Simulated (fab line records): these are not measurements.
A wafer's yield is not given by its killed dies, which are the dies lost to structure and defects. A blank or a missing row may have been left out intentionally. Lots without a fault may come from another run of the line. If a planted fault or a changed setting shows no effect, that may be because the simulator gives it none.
A struck lot beside a sound one + flow sky130 + 15 steps out of a route of 708
Sound: wafers L914.2, L914.3, L914.6. The struck wafers were L921.1, L921.3, L921.6. At the end, the cause is stated.
Per side, at each step with rows, come the tool, then ch with its chambers, and then its first start. Under that, the readings that differ: sound wafers + struck wafers + difference of the means + sigmas: that difference in standard deviations of wafers without a fault.
alike: a reading whose means differ by less than 2 such deviations, as well as words and numbers matching on both sides. not compared: withheld readings; readings where some wafer has no value; bounds like >300 that might hide an equal value; numbers whose values overlap and for which the record gives no deviation.
A row with sigmas, a row that says differs or no value, or rows on one side alone: a step with any of these is where the two part. Numbers that have no deviation but don't overlap get no sigmas and don't part them. A reading that every wafer of one side lacks parts them only if that side has two wafers or more.

first, 1 step without rows for these wafers: SKY_VIA4_CMP_21 (polishes, stops on SiO2, t overpolish 25 s, target thk 0 nm).
SKY_METAL5_SPUTTER_00: material Ti, target thk 15 nm, time 10 s.
  sound on pvd sputter-01 at day 44 07:09; struck on pvd sputter-01 at day 46 07:43
  alike: throttle valve pct
SKY_METAL5_SPUTTER_01: material TiN, target thk 20 nm, time 16.7 s.
  sound on pvd sputter-01 at day 44 07:10; struck on pvd sputter-01 at day 46 07:44
  alike: throttle valve pct
SKY_METAL5_SPUTTER_02: material AlCu, target thk 1150 nm, time 61.2 s.
  sound on pvd sputter-01 at day 44 07:12; struck on pvd sputter-01 at day 46 07:46
  alike: throttle valve pct
SKY_METAL5_SPUTTER_03: material Ti, target thk 5 nm, time 3.3 s.
  sound on pvd sputter-01 at day 44 07:15; struck on pvd sputter-01 at day 46 07:49
  alike: throttle valve pct
SKY_METAL5_SPUTTER_04: material TiN, target thk 70 nm, time 58.3 s.
  sound on pvd sputter-01 at day 44 07:16; struck on pvd sputter-01 at day 46 07:50
  alike: throttle valve pct
SKY_METAL5_RS_MEAS_05: uses a four-point probe to measure.
  sound on film metro-03 at day 44 07:20; struck on film metro-04 at day 46 07:53
  alike: METAL5_ALCU_RS
SKY_METAL5_THK_MEAS_06: measures by xrf.
  sound on film metro-03 at day 44 07:26; struck on film metro-04 at day 46 08:01
  alike: METAL5_ALCU_THK
then, 4 steps without rows for these wafers: SKY_METAL5_DEHYDRATE_07 (time 60 s); SKY_METAL5_HMDS_08 (prime time 60 s); SKY_METAL5_COAT_09 (resist thk 1800 nm); SKY_METAL5_SOFTBAKE_10 (time 60 s).
SKY_METAL5_EXPOSE_11: exposes mask MM5, target cd 1600 nm.
  sound on iline stepper-02 ch 0, day 44 18:25; struck on iline stepper-02 ch 0, day 46 18:04
| reading                        | sound                   | struck            | difference | sigmas |
|--------------------------------|-------------------------|-------------------|------------|--------|
| model.METAL5.overlay x nm (nm) | -0.9678 -0.9678 -0.9678 | 228.1 228.1 228.1 | +229.1     |        |
  alike: mask
then, 1 step without rows for these wafers: SKY_METAL5_PEB_12.
-- the record jumps here: 2 days lie between the struck wafers' starts before and after (it left off in module METAL5 and takes up again in module PAD_OPEN, whose first step shown is number 708 of the route) --
SKY_PAD_OPEN_PROBE_99:
  sound on prober-02 at day 47 02:37; struck on prober-01 at day 48 21:20
| reading                       | sound               | struck              | difference | sigmas |
|-------------------------------|---------------------|---------------------|------------|--------|
| model.etest.via4 chain.rc ohm | 0.786 0.8251 0.8062 | 0.863 0.8767 0.8796 | +0.067     |        |
  alike: defect limited yield, killed_at_M0_to_M3, killed_at_M4_up, killed at contacts, killed at front end, killed at other, killed dies, killed open, killed short, sort_bin_3_pad_short, sort_bin_5_function, sort_bin_6_memory, sort n pass, sort yield pct

WHERE THEY PART
Nowhere in this record.

WHY: what had been put in by the simulator
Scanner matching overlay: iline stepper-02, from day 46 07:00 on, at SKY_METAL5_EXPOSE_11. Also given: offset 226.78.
